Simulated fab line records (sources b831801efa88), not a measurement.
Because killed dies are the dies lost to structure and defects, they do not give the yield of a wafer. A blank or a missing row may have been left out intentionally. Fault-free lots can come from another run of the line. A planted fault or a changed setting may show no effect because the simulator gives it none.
Which tool was responsible?	flow sky130	11 lots, 33 wafers sampled, at 3 steps of a route of 708

WHAT EACH GAUGE READ, for each wafer
SKY_LI_CONTACT_RS_MEAS_22: measurement is done with a four-point probe.
lot	measured	on	LI_CONTACT_W_RS (ohm/sq)
L941	day 29 09:13	filmMetro-04	0.281 0.281 0.282
L943	day 30 05:10	filmMetro-04	0.282 0.279 0.285
L946	day 31 10:01	filmMetro-03	0.281 0.286 0.281
L948	day 31 18:55	filmMetro-04	0.285 0.283 0.289
L949	day 32 00:56	filmMetro-02	0.280 0.285 0.280
L950	day 32 06:54	filmMetro-02	0.279 0.282 0.286
L951	day 32 18:16	filmMetro-03	0.279 0.284 0.283
L954	day 33 17:23	filmMetro-04	0.298 0.295 0.299
L955	day 33 21:53	filmMetro-03	0.301 0.294 0.303
L962	day 36 03:25	filmMetro-02	0.285 0.288 0.288
L963	day 36 14:56	filmMetro-02	0.284 0.281 0.284

TOOL THAT RAN EACH LOT (tool first, then ch and the chambers of the sampled wafers, then the start)
lot	SKY_LI_CONTACT_SPUTTER_20	SKY_LI_CONTACT_CVD_21
L941	pvdSputter-03, day 29 09:01	cvdW-02 ch 0,1, day 29 09:05
L943	pvdSputter-03, day 30 04:59	cvdW-02 ch 0,1, day 30 05:02
L946	pvdSputter-01, day 31 09:50	cvdW-01 ch 0,1, day 31 09:53
L948	pvdSputter-02, day 31 18:42	cvdW-01 ch 0,1, day 31 18:46
L949	pvdSputter-03, day 32 00:45	cvdW-02 ch 0,1, day 32 00:49
L950	pvdSputter-01, day 32 06:43	cvdW-01 ch 0,1, day 32 06:47
L951	pvdSputter-02, day 32 18:02	cvdW-02 ch 0,1, day 32 18:08
L954	pvdSputter-02, day 33 17:08	cvdW-01 ch 0,1, day 33 17:14
L955	pvdSputter-01, day 33 21:40	cvdW-01 ch 0,1, day 33 21:44
L962	pvdSputter-01, day 36 03:05	cvdW-02 ch 1, day 36 03:11
L963	pvdSputter-01, day 36 14:44	cvdW-02 ch 0,1, day 36 14:47
- SKY_LI_CONTACT_SPUTTER_20: material TiN, target thk 20 nm, time 80 s.
- SKY_LI_CONTACT_CVD_21: deposits W, target thk 400 nm, time 120.56 s.

THE ANSWER, worked out from the rows above alone
Rule: the lots themselves supply what counts as usual. The widest of any qualifying gaps counts: lots, ordered by their means at a reading, are off when they make up no more than a third of the lots, leave a main group of 4 or more, and stand apart from it by 3 or more times the standard deviation of that group's means. A main group is skipped when, at the precision printed for the reading in the tables above, its means are all equal. Also off: a lot with no number at a reading for which 4 or more lots have one. The other lots that the step has rows for count as sound.
Off: L954, L955, at SKY_LI_CONTACT_RS_MEAS_22 (LI_CONTACT_W_RS). The main group has a mean of 0.283 ohm/sq with a standard deviation of 0.0018.
If a tool, at a process step before that reading, ran all the lots that are off and no sound lot after the first of them, it fits. The gauges at SKY_LI_CONTACT_RS_MEAS_22 are tried like those tools. One candidate fits, namely cvdW-01 at SKY_LI_CONTACT_CVD_21. A fault onset in the window from L950 (day 32 06:47, its last sound lot) to L954 (day 33 17:14, its first lot off) fits.

WHAT THE SIMULATOR PUT IN
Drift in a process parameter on cvdW-01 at SKY_LI_CONTACT_CVD_21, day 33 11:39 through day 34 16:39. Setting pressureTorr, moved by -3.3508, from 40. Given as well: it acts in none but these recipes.
Lots struck among those shown: L954, L955. The rule above reached the same finding.
